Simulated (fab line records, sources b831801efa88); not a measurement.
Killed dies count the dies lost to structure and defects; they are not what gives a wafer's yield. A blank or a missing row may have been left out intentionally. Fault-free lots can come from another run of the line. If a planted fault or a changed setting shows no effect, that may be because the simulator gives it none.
2 desks looking at one fault | flow sky130 | each desk holds nothing but its own numbers, with what lay behind them at the end

## AT THE TOOL OWNER'S DESK: rieDiel-04
The tool's own readings at SKY_VIA1_ETCH_14 (etches BARC in N2/H2, stops on SiO2, time 45.9 s, target depth 60 nm): means of the sampled wafers that have a number, for each lot that ran on this tool. A lot is out of limits, marked OUT, if its mean lies more than 4 standard deviations from the usual mean; the brackets give that distance.
Columns: A = biasW at SKY_VIA1_ETCH_14, usual 99.95 W; B = drypumpMotorCurrentA at SKY_VIA1_ETCH_14, usual 5.9 A; C = oesProductAu at SKY_VIA1_ETCH_14, usual 0.854 a.u.; D = throttleValvePct at SKY_VIA1_ETCH_14, usual 13.225 %
lot  | first seen here | A               | B   | C     | D
L615 | day 34 11:08    | 100.21          | 5.9 | 0.852 | 13.229
L616 | day 34 20:11    | 99.75           | 5.7 | 0.853 | 13.224
L618 | day 35 10:38    | 91.92 (-27) OUT | 5.9 | 0.854 | 13.217
L619 | day 35 21:00    | 91.97 (-27) OUT | 6.0 | 0.855 | 13.229
L629 | day 39 05:44    | 99.78           | 6.0 | 0.854 | 13.225
This desk's verdict: out of limits on L618, L619, starting with L618 at day 35 10:38 (biasW at SKY_VIA1_ETCH_14). L615, L616, L629: within limits.

## THE METROLOGY DESK
What the gauges read, lot by lot, whatever tool the lot ran on: means of the sampled wafers that have a number. A lot is out of limits, marked OUT, if its mean lies more than 4 standard deviations from the usual mean; the brackets give that distance.
Columns: A = cdNm at SKY_VIA1_CD_MEAS_12, usual 149.7 nm
lot  | first seen here | A
L613 | day 34 01:06    | 150.7
L615 | day 34 10:59    | 148.1
L616 | day 34 20:02    | 151.9
L618 | day 35 10:30    | 149.8
L619 | day 35 20:50    | 149.2
L628 | day 38 19:14    | 150.9
L629 | day 39 05:36    | 149.0
L631 | day 39 15:05    | 149.8
L633 | day 40 05:30    | 150.6
L634 | day 40 18:31    | 149.7
L635 | day 40 22:29    | 151.5
L636 | day 41 03:48    | 148.0
This desk's verdict: no lot among the 12 shows anything out of limits.

## PUT TOGETHER
On L618, L619, at day 35 10:38, an alarm was possible from the tool owner's desk.
Metrology desk: nothing out of limits seen.
The metrology desk has L618, L619 on record, within its limits.
SKY_VIA1_ETCH_14 was run on rieDiel-04 by each of the lots named.

## WHAT THE SIMULATOR PUT IN
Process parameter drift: rieDiel-04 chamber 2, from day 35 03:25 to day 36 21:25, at SKY_VIA1_ETCH_14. The setting biasW was moved by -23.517, starting from 100. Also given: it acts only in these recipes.
Struck lots among those shown: L618, L619.
Hours from the fault's start to each desk's first reading out of limits: the tool owner's desk, 7.
